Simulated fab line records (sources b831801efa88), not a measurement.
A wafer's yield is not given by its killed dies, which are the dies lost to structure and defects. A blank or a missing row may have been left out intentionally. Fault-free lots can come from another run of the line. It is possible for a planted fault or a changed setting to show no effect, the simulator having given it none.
Which tool was responsible?	flow gf180mcu	Sampling: 12 lots, 36 wafers, 4 of 602 route steps

== WHAT THE GAUGES SHOWED, per wafer ==
GF_STI_THK_MEAS_30.
lot	measured	on	STI_OXIDATION_02_THK (nm)
L290	day 2 07:19	film-metro-01	9.97 9.89 9.90
L291	day 2 15:31	film-metro-02	10.22 9.96 10.09
L292	day 2 21:59	film-metro-01	10.18 10.25 10.18
L293	day 2 22:08	film-metro-04	10.20 10.01 10.15
L295	day 3 12:20	film-metro-04	10.09 9.91 9.98
L296	day 3 15:08	film-metro-04	9.77 9.79 10.06
L297	day 3 19:55	film-metro-02	10.03 10.01 10.23
L299	day 4 06:55	film-metro-02	9.96 10.07 10.02
L300	day 4 10:47	film-metro-02	10.34 10.17 10.05
L301	day 4 14:10	film-metro-04	10.15 9.99 10.11
L302	day 4 22:12	film-metro-02	15.89 16.05 15.97
L307	day 6 00:08	film-metro-04	15.80 15.95 15.91

GF_M1_THK_MEAS_06: measures by xrf.
lot	measured	on	M1_ALCU_THK (nm)
L290	day 16 03:52	film-metro-01	440 440 442
L291	day 16 07:47	film-metro-04	449 450 448
L292	day 16 22:06	film-metro-03	438 443 445
L293	day 17 01:07	film-metro-04	448 450 446
L295	day 18 02:34	film-metro-04	446 445 440
L296	day 18 12:56	film-metro-03	448 444 449
L297	day 18 19:51	film-metro-03	443 441 445
L299	day 19 15:52	film-metro-03	449 450 450
L300	day 19 18:02	film-metro-04	458 452 457
L301	day 20 02:44	film-metro-03	446 446 443
L302	day 20 08:52	film-metro-01	449 450 448
L307	day 22 02:46	film-metro-04	467 463 464

== TOOL THAT RAN EACH LOT (tool first, then ch and the chambers of the sampled wafers, then the start) ==
lot	GF_STI_OXIDATION_29	GF_CONTACT_SPUTTER_22
L290	furnace-02 ch 0, day 2 05:54	pvd-sputter-03, day 16 02:50
L291	furnace-02 ch 0, day 2 14:07	pvd-sputter-02, day 16 06:46
L292	furnace-01 ch 0, day 2 20:34	pvd-sputter-03, day 16 21:04
L293	furnace-02 ch 0, day 2 20:44	pvd-sputter-03, day 17 00:05
L295	furnace-02 ch 0, day 3 10:56	pvd-sputter-02, day 18 01:31
L296	furnace-02 ch 0, day 3 13:43	pvd-sputter-02, day 18 11:53
L297	furnace-02 ch 0, day 3 18:31	pvd-sputter-02, day 18 18:50
L299	furnace-02 ch 0, day 4 05:29	pvd-sputter-03, day 19 14:51
L300	furnace-01 ch 0, day 4 09:23	pvd-sputter-02, day 19 17:01
L301	furnace-01 ch 0, day 4 12:46	pvd-sputter-03, day 20 01:43
L302	furnace-01 ch 0, day 4 17:53	pvd-sputter-01, day 20 07:49
L307	furnace-02 ch 0, day 5 20:31 and furnace-01 ch 0, day 5 22:41	pvd-sputter-02, day 22 01:43
- GF_STI_OXIDATION_29: stabilise 600 s, purge 300 s, target thk 10 nm.
- GF_CONTACT_SPUTTER_22: material Ti, target thk 15 nm, time 80.02 s.

== AS READ BY THE TOOLS THEMSELVES (means over the sampled wafers that have a number; for cases with no such wafer, the mark the record gives instead) ==
GF_STI_OXIDATION_29.
lot	tool	ox-temp-c (C)	tube_center_temp_C_max	zone-power-upper-pct (%)
L290	furnace-02	900.2	902.5	17.5
L291	furnace-02	900.0	902.6	17.5
L292	furnace-01	900.2	902.2	18.5
L293	furnace-02	900.1	902.2	17.7
L295	furnace-02	900.0	902.3	17.4
L296	furnace-02	899.9	902.0	17.5
L297	furnace-02	900.0	902.3	17.5
L299	furnace-02	900.4	902.6	17.6
L300	furnace-01	899.7	902.4	18.5
L301	furnace-01	900.1	902.4	18.6
L302	furnace-01	899.8	902.2	18.5
L307	furnace-02/furnace-01	900.0	902.3	18.1

GF_CONTACT_SPUTTER_22.
lot	tool	throttle-valve-pct (%)
L290	pvd-sputter-03	30.1
L291	pvd-sputter-02	29.5
L292	pvd-sputter-03	30.0
L293	pvd-sputter-03	29.5
L295	pvd-sputter-02	30.0
L296	pvd-sputter-02	30.7
L297	pvd-sputter-02	29.8
L299	pvd-sputter-03	30.0
L300	pvd-sputter-02	30.4
L301	pvd-sputter-03	29.8
L302	pvd-sputter-01	29.7
L307	pvd-sputter-02	29.0

== THE ANSWER, worked out from the rows above alone ==
Rule: what is usual is taken from the lots themselves. Put in order of their means at a reading, lots are off if they are a third of the lots or fewer, leave a main group of 4 or more, and stand apart from it by a gap of 3 or more times the standard deviation of the main group's means; of several such gaps the widest counts. A main group is skipped when, at the precision printed for the reading in the tables above, its means are all equal. A lot without any number at a reading at which 4 lots or more have one is off too. Where the step has rows for the other lots, those lots are counted as sound. First the gauges in route order, then the tools' own readings, where a lot's mean is used as printed above. The first step at which some lot is off is used, and at that step the reading that is off furthest; a lot without a number counts as furthest.
Off: L302, L307, at GF_STI_THK_MEAS_30 (STI_OXIDATION_02_THK). The main group: mean 10.06 nm, standard deviation 0.1.
If a tool, at a process step before that reading, ran all the lots that are off and no sound lot after the first of them, it fits. Those tools and the gauges at GF_STI_THK_MEAS_30 are tried in the same way. One fits: furnace-01 at GF_STI_OXIDATION_29. Its last sound lot is L301 (day 4 12:46), its first lot that is off L302 (day 4 17:53): a fault that began between those two fits.

== WHAT THE SIMULATOR HAD PUT IN ==
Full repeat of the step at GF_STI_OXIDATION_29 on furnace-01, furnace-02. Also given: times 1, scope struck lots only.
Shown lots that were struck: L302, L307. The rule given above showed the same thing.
